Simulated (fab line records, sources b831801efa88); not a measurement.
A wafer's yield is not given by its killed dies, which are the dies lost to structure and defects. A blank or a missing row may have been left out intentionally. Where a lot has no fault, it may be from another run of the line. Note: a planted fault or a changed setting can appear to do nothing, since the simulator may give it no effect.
Struck lot and sound lot, side by side + flow sky130 + 16 steps out of a route of 708
Sound: the wafers L252.3, L252.5, L252.6. Struck: wafer L249.4. (L249.2 of the same lot was not struck and is left out.) The cause comes at the end.
For every step that has rows: the tool of each side, followed by ch and its chambers, followed by its first start. Under that, the readings that differ: sound wafers + struck wafers + difference of the means + sigmas: that difference in standard deviations of wafers without a fault.
alike: readings with means less than 2 such deviations apart, plus words and numbers identical on both sides. not compared: withheld readings, readings lacking a value on some wafer, bounds such as >300 that could conceal the same value, and numbers that have no deviation in the record and whose values overlap.
A row with sigmas, a row that says differs or no value, or rows on one side alone: a step with any of these is where the two part. Numbers that don't overlap but have no deviation are shown without sigmas and don't part them. Lack of a reading on every wafer of one side parts them only where that side has two or more wafers.

SKY_METAL5_SPUTTER_03: material Ti, target thk 5 nm, time 3.3 s.
  sound on pvdSputter-01, day 46 17:36; struck on pvdSputter-01, day 46 07:50
  alike: throttleValvePct
SKY_METAL5_SPUTTER_04: material TiN, target thk 70 nm, time 58.3 s.
  sound on pvdSputter-01, day 46 17:37; struck on pvdSputter-01, day 46 07:51
  alike: throttleValvePct
SKY_METAL5_RS_MEAS_05: the measuring method here is four-point-probe.
  sound on filmMetro-03, day 46 17:43; struck on filmMetro-02, day 46 07:55
  alike: METAL5_ALCU_RS
SKY_METAL5_THK_MEAS_06: measures by xrf.
  sound on filmMetro-03, day 46 17:49; struck on filmMetro-02, day 46 08:02
  alike: METAL5_ALCU_THK
then, 7 steps without rows for these wafers: SKY_METAL5_DEHYDRATE_07 (time 60 s); SKY_METAL5_HMDS_08 (prime time 60 s); SKY_METAL5_COAT_09 (resist thk 1800 nm); SKY_METAL5_SOFTBAKE_10 (time 60 s); SKY_METAL5_EXPOSE_11 (exposes mask MM5, target cd 1600 nm); SKY_METAL5_PEB_12; SKY_METAL5_DEVELOP_13 (develop time 60 s).
SKY_METAL5_DESCUM_14: chemistry O2, time 11 s.
  sound on rieMetal-01 ch 0,1, day 47 13:07; struck on rieMetal-02 ch 1, day 47 03:33
  alike: drypumpMotorCurrentA, oesProductAu
  not compared: rfHoursCounterH
SKY_METAL5_METAL_ETCH_15: etches the open film in Cl2/BCl3, stops on SiO2, target depth 1260 nm, time 252 s.
  sound on rieMetal-01 ch 0,1, day 47 13:13; struck on rieMetal-02 ch 1, day 47 03:35
| reading                                    | sound             | struck | difference | sigmas |
|--------------------------------------------|-------------------|--------|------------|--------|
| model.NOVOLAK_of_METAL5_COAT_09.thkNm (nm) | 1020 1022 1064    | 1134   | +99        |        |
| model.SiO2_of_VIA4_HDPCVD_00.thkNm (nm)    | 549.7 548.6 550.7 | 553.6  | +3.9       |        |
  alike: drypumpMotorCurrentA, oesProductAu, throttleValvePct
  not compared: rfHoursCounterH
SKY_METAL5_STRIP_16: strips in O2/N2.
  sound on plasmaAsher-01 ch 0,1, day 47 13:24; struck on plasmaAsher-04 ch 0, day 47 03:55
| reading                  | sound             | struck | difference | sigmas |
|--------------------------|-------------------|--------|------------|--------|
| stripTimeToEndpointS (s) | 12.89 12.91 13.38 | 14.21  | +1.15      | +7     |
  alike: drypumpMotorCurrentA, n2FlowSccm, oesProductAu
  not compared: rfHoursCounterH
then, 1 step without rows for these wafers: SKY_METAL5_STRIP_17 (strips in post etch residue remover, time 1200 s).
SKY_PAD_OPEN_PROBE_99:
  sound on prober-02, day 49 06:04; struck on prober-01, day 48 20:32
| reading                           | sound                | struck | difference | sigmas |
|-----------------------------------|----------------------|--------|------------|--------|
| model.etest.met5Comb.leakLog10AUm | -11.91 -11.91 -12.04 | -9.455 | +2.498     |        |

## WHERE THEY PART
SKY_METAL5_STRIP_16 only, going by this record.

WHY: what the simulator had put in
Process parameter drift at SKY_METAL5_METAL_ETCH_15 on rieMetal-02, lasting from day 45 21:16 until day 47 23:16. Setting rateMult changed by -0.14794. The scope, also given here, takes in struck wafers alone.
